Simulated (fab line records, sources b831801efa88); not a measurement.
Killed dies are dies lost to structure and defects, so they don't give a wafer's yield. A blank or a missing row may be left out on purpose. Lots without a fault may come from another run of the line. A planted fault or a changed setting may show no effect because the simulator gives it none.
Which tool did it? | flow sky130 | 11 lots, 33 wafers sampled, at 5 steps of a route of 708

WHAT THE GAUGES READ, wafer by wafer
The record holds no reading of a measuring or inspecting step that can be judged against a usual standard deviation.

WHICH TOOL RAN EACH LOT (tool, then ch and the chambers of the sampled wafers, then the start)
lot  | SKY_METAL4_STRIP_19                  | SKY_VIA4_ETCH_12                   | SKY_METAL5_METAL_ETCH_15          | SKY_METAL5_STRIP_16                  | SKY_PAD_OPEN_PROBE_99
L260 | plasma_asher-01 ch 0,1, day 41 17:17 | rie_diel-02 ch 0,2, day 42 17:18   | rie_metal-04 ch 0,1, day 43 18:08 | plasma_asher-02 ch 0,1, day 43 18:23 | -
L262 | plasma_asher-04 ch 0,1, day 42 03:01 | rie_diel-01 ch 0,1,3, day 43 02:33 | rie_metal-02 ch 0,1, day 44 01:53 | plasma_asher-02 ch 0,1, day 44 02:08 | -
L266 | plasma_asher-03 ch 0,1, day 43 08:46 | rie_diel-03 ch 0,2, day 44 08:34   | rie_metal-03 ch 0,1, day 45 07:32 | plasma_asher-02 ch 0,1, day 45 07:47 | -
L269 | plasma_asher-03 ch 0,1, day 44 16:20 | rie_diel-03 ch 0,1, day 45 15:34   | rie_metal-02 ch 1, day 46 13:35   | plasma_asher-03 ch 0,1, day 46 13:52 | -
L270 | plasma_asher-03 ch 0,1, day 45 05:35 | rie_diel-02 ch 1,2,3, day 46 03:19 | rie_metal-04 ch 1, day 47 00:56   | plasma_asher-03 ch 0,1, day 47 01:20 | prober-02, day 48 18:52
L277 | plasma_asher-04 ch 0,1, day 46 16:19 | rie_diel-02 ch 0,1,3, day 47 12:22 | rie_metal-03 ch 0,1, day 48 09:29 | plasma_asher-03 ch 0,1, day 48 09:43 | -
L276 | plasma_asher-01 ch 1, day 46 17:47   | rie_diel-01 ch 2,3, day 47 14:39   | rie_metal-04 ch 0,1, day 48 12:05 | plasma_asher-03 ch 0, day 48 12:20   | -
L279 | plasma_asher-04 ch 1, day 47 00:32   | rie_diel-03 ch 1,2,3, day 47 21:06 | rie_metal-02 ch 0,1, day 48 17:38 | plasma_asher-01 ch 0,1, day 48 17:52 | -
L281 | plasma_asher-03 ch 0,1, day 47 10:29 | rie_diel-02 ch 0,2, day 48 07:13   | rie_metal-02 ch 0,1, day 49 02:45 | plasma_asher-03 ch 0,1, day 49 02:56 | prober-01, day 50 16:10
L282 | plasma_asher-01 ch 0,1, day 47 15:47 | rie_diel-01 ch 0,1,2, day 48 11:19 | rie_metal-04 ch 0,1, day 49 06:55 | plasma_asher-02 ch 0,1, day 49 07:10 | -
L283 | plasma_asher-03 ch 0,1, day 47 16:41 | rie_diel-02 ch 0,1, day 48 12:31   | rie_metal-02 ch 0,1, day 49 08:44 | plasma_asher-03 ch 0,1, day 49 08:58 | -
- SKY_METAL4_STRIP_19: strips in O2/N2.
- SKY_VIA4_ETCH_12: etches SiO2 in C4F8/O2/Ar, stops on TiN, target depth 580 nm.
- SKY_METAL5_METAL_ETCH_15: etches the open film in Cl2/BCl3, stops on SiO2, target depth 1260 nm, time 252 s.
- SKY_METAL5_STRIP_16: strips in O2/N2.
- SKY_PAD_OPEN_PROBE_99

WHAT THE TOOLS THEMSELVES READ (means of the sampled wafers that have a number; where no wafer has one, the mark that the record gives instead)
SKY_METAL4_STRIP_19.
lot  | tool            | chamber_pressure_mTorr (mTorr) | drypump_motor_current_A (A) | oes_product_au (a.u.) | strip_time_to_endpoint_s (s)
L260 | plasma_asher-01 | 1500.1                         | 5.5                         | 0.498                 | 6.64
L262 | plasma_asher-04 | 1500.8                         | 5.3                         | 0.506                 | 6.65
L266 | plasma_asher-03 | 1500.5                         | 5.8                         | 0.502                 | 6.58
L269 | plasma_asher-03 | 1500.4                         | 5.8                         | 0.501                 | 6.56
L270 | plasma_asher-03 | 1500.1                         | 5.8                         | 0.507                 | 6.55
L277 | plasma_asher-04 | 1499.5                         | 5.3                         | 0.504                 | 6.59
L276 | plasma_asher-01 | 1499.6                         | 5.0                         | 0.504                 | 6.53
L279 | plasma_asher-04 | 1499.3                         | 4.9                         | 0.502                 | 6.57
L281 | plasma_asher-03 | 1500.1                         | 5.8                         | 0.506                 | 6.66
L282 | plasma_asher-01 | 1500.6                         | 5.9                         | 0.509                 | 6.61
L283 | plasma_asher-03 | 1499.6                         | 5.8                         | 0.506                 | 6.56

SKY_VIA4_ETCH_12.
lot  | tool        | oes_product_au (a.u.)
L260 | rie_diel-02 | 0.925
L262 | rie_diel-01 | 0.922
L266 | rie_diel-03 | 0.924
L269 | rie_diel-03 | 0.926
L270 | rie_diel-02 | 0.926
L277 | rie_diel-02 | 0.925
L276 | rie_diel-01 | 0.923
L279 | rie_diel-03 | 0.927
L281 | rie_diel-02 | 0.922
L282 | rie_diel-01 | 0.930
L283 | rie_diel-02 | 0.928

SKY_METAL5_METAL_ETCH_15.
lot  | tool         | drypump_motor_current_A (A) | oes_product_au (a.u.) | throttle_valve_pct (%)
L260 | rie_metal-04 | 5.4                         | 0.891                 | 22.263
L262 | rie_metal-02 | 5.9                         | 0.894                 | 22.267
L266 | rie_metal-03 | 5.7                         | 0.892                 | 22.261
L269 | rie_metal-02 | 5.7                         | 0.893                 | 22.264
L270 | rie_metal-04 | 6.1                         | 0.892                 | 22.266
L277 | rie_metal-03 | 5.7                         | 0.889                 | 22.273
L276 | rie_metal-04 | 5.7                         | 0.896                 | 22.264
L279 | rie_metal-02 | 6.2                         | 0.896                 | 22.265
L281 | rie_metal-02 | 6.2                         | 0.889                 | 22.260
L282 | rie_metal-04 | 5.3                         | 0.889                 | 22.268
L283 | rie_metal-02 | 6.2                         | 0.895                 | 22.269

SKY_METAL5_STRIP_16.
lot  | tool            | chamber_pressure_mTorr (mTorr) | drypump_motor_current_A (A) | oes_product_au (a.u.) | strip_time_to_endpoint_s (s)
L260 | plasma_asher-02 | 1499.3                         | 5.8                         | 0.707                 | 13.03
L262 | plasma_asher-02 | 1500.7                         | 6.0                         | 0.711                 | 12.99
L266 | plasma_asher-02 | 1498.6                         | 6.1                         | 0.711                 | 13.19
L269 | plasma_asher-03 | -                              | -                           | -                     | -
L270 | plasma_asher-03 | -                              | -                           | -                     | -
L277 | plasma_asher-03 | 1499.6                         | 5.8                         | 0.712                 | 13.31
L276 | plasma_asher-03 | 1498.9                         | 5.9                         | 0.707                 | 13.01
L279 | plasma_asher-01 | 1499.4                         | 5.5                         | 0.709                 | 13.12
L281 | plasma_asher-03 | 1499.5                         | 5.8                         | 0.707                 | 13.06
L282 | plasma_asher-02 | 1499.8                         | 5.7                         | 0.709                 | 12.96
L283 | plasma_asher-03 | 1500.2                         | 5.7                         | 0.712                 | 13.12

SKY_PAD_OPEN_PROBE_99.
lot  | tool      | defect_limited_yield (%) | killed_at_M0_to_M3 | killed_at_M4_up | killed_at_contacts | killed_at_front_end | killed_at_other | killed_dies | killed_open | killed_short | sort_bin_3_pad_short (%) | sort_bin_5_function (%) | sort_bin_6_memory (%) | sort_n_pass | sort_yield_pct (%)
L270 | prober-02 | 83.8                     | 38                 | 2.3             | 27                 | 12                  | 0.3             | 80          | 48          | 32           | 0.8                      | 9.4                     | 6.0                   | 412         | 83.8
L281 | prober-01 | 83.0                     | 37                 | 4.0             | 23                 | 19                  | 0.3             | 84          | 44          | 39           | 0.9                      | 10.0                    | 6.2                   | 408         | 83.0

THE ANSWER, worked out from the rows above alone
Rule: what is usual is taken from the lots themselves. Put in order of their means at a reading, lots are off if they are a third of the lots or fewer, leave a main group of 4 or more, and stand apart from it by a gap of 3 or more times the standard deviation of the main group's means; of several such gaps the widest counts. A main group whose means are all the same, to the digits that the tables above print for the reading, isn't used. A lot without any number at a reading at which 4 lots or more have one is off too. The other lots that the step has rows for count as sound. The gauges are gone through in route order, then the tools' own readings, and for those a lot's mean is taken as printed above. The first step at which some lot is off is used, and at that step the reading that is off furthest; a lot without a number counts as furthest.
Off: L269, L270, at SKY_METAL5_STRIP_16 (chamber_pressure_mTorr). Without a number there: L269, L270. The main group: mean 1499.6 mTorr, standard deviation 0.6.
A tool fits if, at that step or a process step before it, it ran every lot that is off, and no sound lot after the first of them. None of those tried fits.

WHAT THE SIMULATOR HAD PUT IN
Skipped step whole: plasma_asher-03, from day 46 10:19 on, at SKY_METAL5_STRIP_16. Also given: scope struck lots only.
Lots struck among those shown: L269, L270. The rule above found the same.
